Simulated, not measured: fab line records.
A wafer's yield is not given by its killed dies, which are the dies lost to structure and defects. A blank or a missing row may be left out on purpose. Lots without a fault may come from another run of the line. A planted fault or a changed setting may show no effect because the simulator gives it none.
fab line records -- flow sfqLine
record: lots: 6, wafers: 18, lastDay: 80
route steps=325 shown I0@50 M1@58
lots that met no fault: taken from a fault-free run of the same line
startH: the number of hours between the record's first day and the start of the first shown wafer of the lot -- waitH: hours since the lot's step before -- " same as the row above -- L1.1+2: a row that stands for several wafers -- - either no value or no given start -- * or withheld: withheld -- < > ~ a bound
route shown NAME@n: NAME is a module with steps in the file, n the number in the route of the first one -- usual: mean/standard deviation of fault-free wafers -- same: alike in all rows -- chamber/n: place in a boat -- sites: the reading at each site -- _std_site: their standard deviation -- _edge_site: the outer-site mean with the inner-site mean subtracted -- radiusMm: how far each site lies from the wafer's centre -- mask NAME#n: copy n -- behind: tool/chamber where the wafer was last shaped -- hold: what put the lot on hold/how long, in hours/how the hold closed -- device: names the non-switching transistor (n, p or np) -- end of line: the route-end tests of the same wafers -- a step without rows: its recipe alone -- killed: at the first sort, the dies lost to defects and structure; wafer yield is something else -- map: per-die view of a wafer (x killed, . not killed, _ where there is no die)
set.NAME: the setting as run; set.NAME@STEP: as run at that earlier step -- model.NAME: the simulator's own value behind a step, which no gauge read
a table for each step, a row for each wafer; lots at some steps of the route
services: the hour from which a tool's chamber was out of use, counted from the record's first day as startH (under 0 if before that day), plus the number of hours and why
== steps ==
step: SFQ_TRILAYER_I0_VIA_LITHO_EXPOSE_032
recipe: maskId: I0, na: 0.6, sourceShape: conventional, sigmaOuter: 0.65, targetCdNm: 500, doseMj: 21.3
step: SFQ_TRILAYER_I0_VIA_LITHO_PEB_034
recipe: pebTempC: 115, pebTimeS: 60, resist: KrF
step: SFQ_TRILAYER_I0_VIA_LITHO_DEVELOP_033
recipe: timeS: 60, resist: KrF
step: SFQ_I0_OVL_MEAS_908
usual: I0_OVL: -3/4.9
lot.wafer,tool,chamber,startH,waitH,I0_OVL[nm]
L689.1,overlay-01,-,412.50,0.1,-6
L689.4,overlay-01,-,412.50,0.1,-4
L689.6,overlay-01,-,412.50,0.1,-3
L690.1,overlay-02,-,430.50,0.1,0
L690.2,overlay-02,-,430.50,0.1,-5
L690.5,overlay-02,-,430.50,0.1,1
L699.2,overlay-01,-,506.16,0.1,-4
L699.3,overlay-01,-,506.16,0.1,2
L699.5,overlay-01,-,506.16,0.1,1
L701.1,overlay-01,-,523.08,0.1,8
L701.3,overlay-01,-,523.08,0.1,2
L701.5,overlay-01,-,523.08,0.1,0
L703.1,overlay-01,-,536.28,0.1,-9
L703.4,overlay-01,-,536.28,0.1,-2
L703.6,overlay-01,-,536.28,0.1,-4
L706.2,overlay-01,-,571.08,0.1,4
L706.4,overlay-01,-,571.08,0.1,5
L706.6,overlay-01,-,571.08,0.1,4
step: SFQ_TRILAYER_I0_VIA_BARC_OPEN_VIA_ETCH_046
recipe: maskMaterial: PR, chemistry: O2, targetDepthNm: 125, target: BARC, sourceW: 500, biasW: 80, pressureMtorr: 30, timeS: 41.7
usual: drypumpMotorCurrentA: 5.6/0.42, oesProductAu: 0.684/0.0047
lot.wafer,tool,chamber,startH,waitH,drypumpMotorCurrentA,oesProductAu,rfHoursCounterH
L689.1,rieDiel-01,3,412.54,0.0,6.3,0.684,0
L689.4,rieDiel-01,1,412.54,0.0,5.4,0.689,65
L689.6,rieDiel-01,3,412.54,0.0,6.3,0.683,-
L690.1,rieDiel-01,1,430.54,0.0,5.4,0.683,65
L690.2,rieDiel-01,0,430.54,0.0,5.5,0.688,97
L690.5,rieDiel-01,3,430.54,0.0,6.3,0.684,-
L699.2,rieDiel-02,0,506.19,0.0,4.8,0.679,2
L699.3,rieDiel-02,1,506.19,0.0,5.7,0.673,13
L699.5,rieDiel-02,0,506.19,0.0,4.8,0.684,-
L701.1,rieDiel-03,0,523.11,0.0,5.2,0.682,9
L701.3,rieDiel-03,3,523.11,0.0,6.2,0.690,81
L701.5,rieDiel-03,1,523.11,0.0,5.6,0.679,-
L703.1,rieDiel-03,3,536.31,0.0,6.2,0.688,81
L703.4,rieDiel-03,1,536.31,0.0,5.6,0.683,-
L703.6,rieDiel-03,0,536.31,0.0,5.2,0.686,-
L706.2,rieDiel-02,2,571.11,0.0,5.2,0.675,5
L706.4,rieDiel-02,0,571.11,0.0,4.8,0.686,-
L706.6,rieDiel-02,1,571.11,0.0,5.7,0.685,-
step: SFQ_TRILAYER_I0_VIA_ETCH_VIA_ETCH_034
recipe: target: SiO2, stopOn: Nb, maskMaterial: PR, taperDeg: 20, chemistry: CHF3, targetDepthNm: 260, sourceW: 500, biasW: 80, pressureMtorr: 30, timeS: withheld
usual: drypumpMotorCurrentA: 5.6/0.43, oesProductAu: 0.855/0.0055
lot.wafer,tool,chamber,startH,waitH,drypumpMotorCurrentA,oesProductAu
L689.1,rieDiel-01,3,412.58,0.0,6.3,0.861
L689.4,rieDiel-01,1,412.58,0.0,5.4,0.851
L689.6,rieDiel-01,3,412.58,0.0,6.3,0.845
L690.1,rieDiel-01,1,430.58,0.0,5.4,0.849
L690.2,rieDiel-01,0,430.58,0.0,5.4,0.846
L690.5,rieDiel-01,3,430.58,0.0,6.3,0.859
L699.2,rieDiel-02,0,506.23,0.0,4.8,0.855
L699.3,rieDiel-02,1,506.23,0.0,5.7,0.856
L699.5,rieDiel-02,0,506.23,0.0,4.8,0.854
L701.1,rieDiel-03,0,523.15,0.0,5.2,0.861
L701.3,rieDiel-03,3,523.15,0.0,6.2,0.862
L701.5,rieDiel-03,1,523.15,0.0,5.6,0.864
L703.1,rieDiel-03,3,536.35,0.0,6.2,0.867
L703.4,rieDiel-03,1,536.35,0.0,5.6,0.854
L703.6,rieDiel-03,0,536.35,0.0,5.1,0.861
L706.2,rieDiel-02,2,571.15,0.0,5.2,0.851
L706.4,rieDiel-02,0,571.15,0.0,4.8,0.852
L706.6,rieDiel-02,1,571.15,0.0,5.7,0.865
step: SFQ_TRILAYER_I0_VIA_STRIP_STRIP_035
recipe: gas: O2, powerW: 200, platenTempC: 40, overashFraction: 0.65, chemistry: O2, pressureMtorr: 50
usual: drypumpMotorCurrentA: 5.7/0.49, oesProductAu: 1.002/0.0076
lot.wafer,tool,chamber,startH,waitH,drypumpMotorCurrentA,oesProductAu,rfHoursCounterH
L689.1,rieMetal-01,0,412.69,-,5.9,0.998,134
L689.4,rieMetal-01,1,412.69,-,6.1,0.987,-
L689.6,rieMetal-01,1,412.69,-,6.1,0.994,-
L690.1,rieMetal-01,1,430.69,-,6.1,1.001,7
L690.2,rieMetal-01,0,430.69,-,5.9,1.008,136
L690.5,rieMetal-01,1,430.69,-,6.1,1.008,-
L699.2,rieMetal-01,1,506.34,-,6.0,1.006,18
L699.3,rieMetal-01,0,506.34,-,5.8,1.004,-
L699.5,rieMetal-01,0,506.34,-,5.8,1.002,-
L701.1,rieMetal-04,0,523.27,-,6.2,0.995,159
L701.3,rieMetal-04,0,523.27,-,6.2,0.992,-
L701.5,rieMetal-04,1,523.27,-,5.0,0.998,-
L703.1,rieMetal-02,1,536.47,-,6.0,1.003,152
L703.4,rieMetal-02,1,536.47,-,6.0,0.993,-
L703.6,rieMetal-02,0,536.47,-,4.8,1.017,-
L706.2,rieMetal-02,0,571.47,-,4.8,1.012,-
L706.4,rieMetal-02,0,571.47,-,4.8,1.005,-
L706.6,rieMetal-02,0,571.47,-,4.8,1.003,-
step: SFQ_TRILAYER_I0_VIA_STRIP_SOLV_CLEAN_036
recipe: chemistry: NMP, tempC: 70, timeS: 600
step: SFQ_TRILAYER_M1_DEP_PRE_CLEAN_038
recipe: gas: Ar, timeS: 22.5, biasV: 250
step: SFQ_TRILAYER_M1_DEP_SPUTTER_037
recipe: material: Nb, basePressurePa: 1.33e-06, chamberPressurePa: 0.1333, substrateTempC: 20, resputterCathodeVoltageV: 400, targetThkNm: 200, powerW: 2000, timeS: 133.3
usual: throttleValvePct: 29.7/1.2
lot.wafer,tool,chamber,startH,waitH,throttleValvePct
L689.1,pvdSputter-04,-,413.50,0.0,29.7
L689.4,pvdSputter-04,-,413.50,0.0,30.8
L689.6,pvdSputter-04,-,413.50,0.0,29.4
L690.1,pvdSputter-06,-,431.51,0.0,28.8
L690.2,pvdSputter-06,-,431.51,0.0,28.3
L690.5,pvdSputter-06,-,431.51,0.0,27.7
L699.2,pvdSputter-04,-,507.15,0.0,31.8
L699.3,pvdSputter-04,-,507.15,0.0,29.6
L699.5,pvdSputter-04,-,507.15,0.0,30.4
L701.1,pvdSputter-04,-,524.27,0.0,31.5
L701.3,pvdSputter-04,-,524.27,0.0,29.6
L701.5,pvdSputter-04,-,524.27,0.0,29.4
L703.1,pvdSputter-06,-,537.45,0.0,30.8
L703.4,pvdSputter-06,-,537.45,0.0,27.9
L703.6,pvdSputter-06,-,537.45,0.0,27.8
L706.2,pvdSputter-05,-,572.67,0.0,29.3
L706.4,pvdSputter-05,-,572.67,0.0,29.8
L706.6,pvdSputter-05,-,572.67,0.0,29.9
step: SFQ_M1_RS_MEAS_909
recipe: thkMeasGauge: four-point-probe, reads: Nb_of_TRILAYER_M1_DEP_SPUTTER_037
usual: M1_NB_RS: 0.888/0.0088
lot.wafer,tool,chamber,startH,waitH,M1_NB_RS[ohm/sq]
L689.1,filmMetro-02,-,413.59,0.0,0.888
L689.4,filmMetro-02,-,413.59,0.0,0.894
L689.6,filmMetro-02,-,413.59,0.0,0.897
L690.1,filmMetro-04,-,431.60,0.0,0.878
L690.2,filmMetro-04,-,431.60,0.0,0.886
L690.5,filmMetro-04,-,431.60,0.0,0.877
L699.2,filmMetro-02,-,507.26,0.1,0.877
L699.3,filmMetro-02,-,507.26,0.1,0.871
L699.5,filmMetro-02,-,507.26,0.1,0.869
L701.1,filmMetro-01,-,524.36,0.0,0.894
L701.3,filmMetro-01,-,524.36,0.0,0.895
L701.5,filmMetro-01,-,524.36,0.0,0.895
L703.1,filmMetro-04,-,537.54,0.0,0.884
L703.4,filmMetro-04,-,537.54,0.0,0.889
L703.6,filmMetro-04,-,537.54,0.0,0.880
L706.2,filmMetro-01,-,572.78,0.1,0.879
L706.4,filmMetro-01,-,572.78,0.1,0.882
L706.6,filmMetro-01,-,572.78,0.1,0.888
step: SFQ_TRILAYER_M1_LITHO_COAT_044
recipe: resist: BARC, spinRpm: 3000, resistThkNm: 62
usual: spinSpeedRpm: 2999.3/2.3
lot.wafer,tool,chamber,startH,waitH,spinSpeedRpm,model.BARC_of_TRILAYER_M1_LITHO_COAT_044.thkNm
L689.1,lithoTrack-04,0,413.77,0.1,2998.7,64.94
L689.4,lithoTrack-04,0,413.77,0.1,3000.3,62.36
L689.6,lithoTrack-04,0,413.77,0.1,3001.0,64.91
L690.1,lithoTrack-04,0,431.78,0.1,2996.8,64.33
L690.2,lithoTrack-04,0,431.78,0.1,2998.1,61.91
L690.5,lithoTrack-04,0,431.78,0.1,2993.7,64.47
L699.2,lithoTrack-04,0,507.47,0.1,2997.8,61.9
L699.3,lithoTrack-04,0,507.47,0.1,3001.5,61.89
L699.5,lithoTrack-04,0,507.47,0.1,3001.4,61.95
L701.1,lithoTrack-03,0,524.54,0.1,3002.8,62.27
L701.3,lithoTrack-03,0,524.54,0.1,3003.0,62.19
L701.5,lithoTrack-03,0,524.54,0.1,3002.0,62.22
L703.1,lithoTrack-04,0,537.72,0.1,3000.6,61.78
L703.4,lithoTrack-04,0,537.72,0.1,3000.2,62.03
L703.6,lithoTrack-04,0,537.72,0.1,3000.1,61.73
L706.2,lithoTrack-02,0,572.99,0.1,2996.0,62.11
L706.4,lithoTrack-02,0,572.99,0.1,2995.2,62.03
L706.6,lithoTrack-02,0,572.99,0.1,2998.4,61.96
step: SFQ_TRILAYER_M1_LITHO_COAT_039
recipe: resist: KrF, spinRpm: 3000, resistThkNm: 600
step: SFQ_TRILAYER_M1_LITHO_SOFTBAKE_043
recipe: tempC: withheld, timeS: withheld, resist: KrF
step: SFQ_TRILAYER_M1_LITHO_EXPOSE_040
recipe: maskId: M1, na: 0.6, sourceShape: conventional, sigmaOuter: 0.65, targetCdNm: 500, doseMj: 14.4
step: SFQ_TRILAYER_M1_LITHO_PEB_042
recipe: pebTempC: 115, pebTimeS: 60, resist: KrF
step: SFQ_TRILAYER_M1_LITHO_DEVELOP_041
recipe: timeS: 60, resist: KrF
step: SFQ_M1_OVL_MEAS_911
usual: M1_OVL: 0/4.8
lot.wafer,tool,chamber,startH,waitH,M1_OVL[nm]
L689.1,overlay-01,-,416.02,0.1,-3
L689.4,overlay-01,-,416.02,0.1,1
L689.6,overlay-01,-,416.02,0.1,-4
L690.1,overlay-02,-,434.03,0.1,3
L690.2,overlay-02,-,434.03,0.1,4
L690.5,overlay-02,-,434.03,0.1,0
L699.2,overlay-01,-,645.94,0.1,-5
L699.3,overlay-01,-,645.94,0.1,-12
L699.5,overlay-01,-,645.94,0.1,-11
L701.1,overlay-01,-,663.93,0.1,-3
L701.3,overlay-01,-,663.93,0.1,-8
L701.5,overlay-01,-,663.93,0.1,-6
L703.1,overlay-01,-,673.53,0.1,8
L703.4,overlay-01,-,673.53,0.1,7
L703.6,overlay-01,-,673.53,0.1,3
L706.2,overlay-02,-,710.12,0.1,3
L706.4,overlay-02,-,710.12,0.1,2
L706.6,overlay-02,-,710.12,0.1,5
step: SFQ_TRILAYER_M1_BARC_OPEN_METAL_ETCH_054
recipe: maskMaterial: PR, chemistry: O2, targetDepthNm: 125, target: BARC, icpW: 600, biasW: 80, pressureMtorr: 10, timeS: 41.7
usual: drypumpMotorCurrentA: 5.9/0.5, oesProductAu: 0.684/0.0046
lot.wafer,tool,chamber,startH,waitH,drypumpMotorCurrentA,oesProductAu,rfHoursCounterH,model.etch.depthNm
L689.1,rieMetal-03,1,416.05,0.0,6.4,0.700,15,64.94
L689.4,rieMetal-03,0,416.05,0.0,6.3,0.680,-,62.36
L689.6,rieMetal-03,1,416.05,0.0,6.4,0.695,-,64.91
L690.1,rieMetal-03,1,434.07,0.0,6.5,0.694,17,64.33
L690.2,rieMetal-03,0,434.07,0.0,6.3,0.685,26,61.91
L690.5,rieMetal-03,0,434.07,0.0,6.3,0.699,-,64.47
L699.2,rieMetal-02,1,645.97,0.0,6.0,0.687,7,61.9
L699.3,rieMetal-02,0,645.97,0.0,4.8,0.686,-,61.89
L699.5,rieMetal-02,1,645.97,0.0,6.0,0.683,-,61.95
L701.1,rieMetal-01,0,663.97,0.0,5.8,0.673,11,62.27
L701.3,rieMetal-01,1,663.97,0.0,6.1,0.678,-,62.19
L701.5,rieMetal-01,0,663.97,0.0,5.8,0.678,-,62.22
L703.1,rieMetal-02,1,673.57,0.0,6.0,0.681,9,61.78
L703.4,rieMetal-02,1,673.57,0.0,6.0,0.685,-,62.03
L703.6,rieMetal-02,0,673.57,0.0,4.8,0.679,-,61.73
L706.2,rieMetal-01,0,710.15,0.0,5.9,0.682,16,62.11
L706.4,rieMetal-01,1,710.15,0.0,6.0,0.679,-,62.03
L706.6,rieMetal-01,1,710.15,0.0,6.0,0.683,-,61.96
step: SFQ_TRILAYER_M1_ETCH_METAL_ETCH_042
recipe: target: Nb, stopOn: SiO2, maskMaterial: PR, chemistry: Cl2/Ar, targetDepthNm: 240, icpW: 600, biasW: 80, pressureMtorr: 10, timeS: 120
usual: drypumpMotorCurrentA: 5.9/0.5, oesProductAu: 0.895/0.0069
lot.wafer,tool,chamber,startH,waitH,drypumpMotorCurrentA,oesProductAu,rfHoursCounterH
L689.1,rieMetal-03,1,416.11,0.0,6.4,0.888,15
L689.4,rieMetal-03,0,416.11,0.0,6.3,0.894,-
L689.6,rieMetal-03,1,416.11,0.0,6.4,0.897,-
L690.1,rieMetal-03,1,434.13,0.0,6.5,0.898,17
L690.2,rieMetal-03,0,434.13,0.0,6.3,0.892,26
L690.5,rieMetal-03,0,434.13,0.0,6.3,0.904,-
L699.2,rieMetal-02,1,646.03,0.0,6.0,0.901,7
L699.3,rieMetal-02,0,646.03,0.0,4.8,0.896,-
L699.5,rieMetal-02,1,646.03,0.0,6.0,0.914,-
L701.1,rieMetal-01,0,664.03,0.0,5.9,0.896,11
L701.3,rieMetal-01,1,664.03,0.0,6.0,0.902,-
L701.5,rieMetal-01,0,664.03,0.0,5.8,0.893,-
L703.1,rieMetal-02,1,673.63,0.0,6.0,0.900,9
L703.4,rieMetal-02,1,673.63,0.0,6.0,0.887,-
L703.6,rieMetal-02,0,673.63,0.0,4.8,0.890,-
L706.2,rieMetal-01,0,710.21,0.0,5.9,0.897,16
L706.4,rieMetal-01,1,710.21,0.0,6.0,0.893,-
L706.6,rieMetal-01,1,710.21,0.0,6.1,0.893,-
== services ==
tool,chamber,startH,hours,kind
rieMetal-01,0,390.42,6.4,repair
rieMetal-01,-,392.58,1.4,pm
rieMetal-02,0,406.78,27.8,repair
rieDiel-02,1,438.10,5.9,repair
rieDiel-01,0,460.26,3.2,repair
rieDiel-02,3,477.02,2.0,repair
rieDiel-03,0,478.01,7.4,repair
rieDiel-01,3,482.45,15.5,repair
rieDiel-03,3,487.07,5.4,repair
rieDiel-03,0,497.48,3.8,repair
rieDiel-02,3,523.98,6.2,repair
rieMetal-03,-,524.13,0.1,repair
rieDiel-02,-,526.03,14.6,pm
rieDiel-01,3,527.71,24.1,repair
rieDiel-03,1,530.73,2.5,repair
rieDiel-01,2,531.31,1.7,repair
rieMetal-02,-,532.75,2.2,repair
rieDiel-01,0,533.58,8.6,repair
rieDiel-02,-,561.72,2.8,pm
rieDiel-02,3,565.61,5.6,repair
rieMetal-03,-,571.23,2.8,pm
rieMetal-01,1,577.41,1.2,repair
rieDiel-02,1,581.73,6.9,repair
rieMetal-02,-,586.96,0.6,repair
== key ==
firstSign: step: SFQ_TRILAYER_M1_BARC_OPEN_METAL_ETCH_054, reading: oesProductAu, direction: up, sigmas: 2.7, usual: 0.684, struck: 0.697
effect none on later readings
modelEffect: step: SFQ_TRILAYER_M1_LITHO_COAT_044, value: BARC_of_TRILAYER_M1_LITHO_COAT_044.thkNm, without: 62.13, struck: 64.67
modelEffect: step: SFQ_TRILAYER_M1_BARC_OPEN_METAL_ETCH_054, value: etch.depthNm, without: 62.13, struck: 64.67
metAt SFQ_TRILAYER_M1_LITHO_COAT_044
struckWafers L689.1,L689.6,L690.1,L690.5
fault: kind: processParameterDrift, tool: lithoTrack-04, chamber: -, onsetH: 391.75, steps: SFQ_TRILAYER_M1_LITHO_COAT_044, channel: resistThkNm, offset: 2.5271, shape: step, endH: 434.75, scope: struckWafersOnly, actsIn: theseRecipesOnly, stated: 62
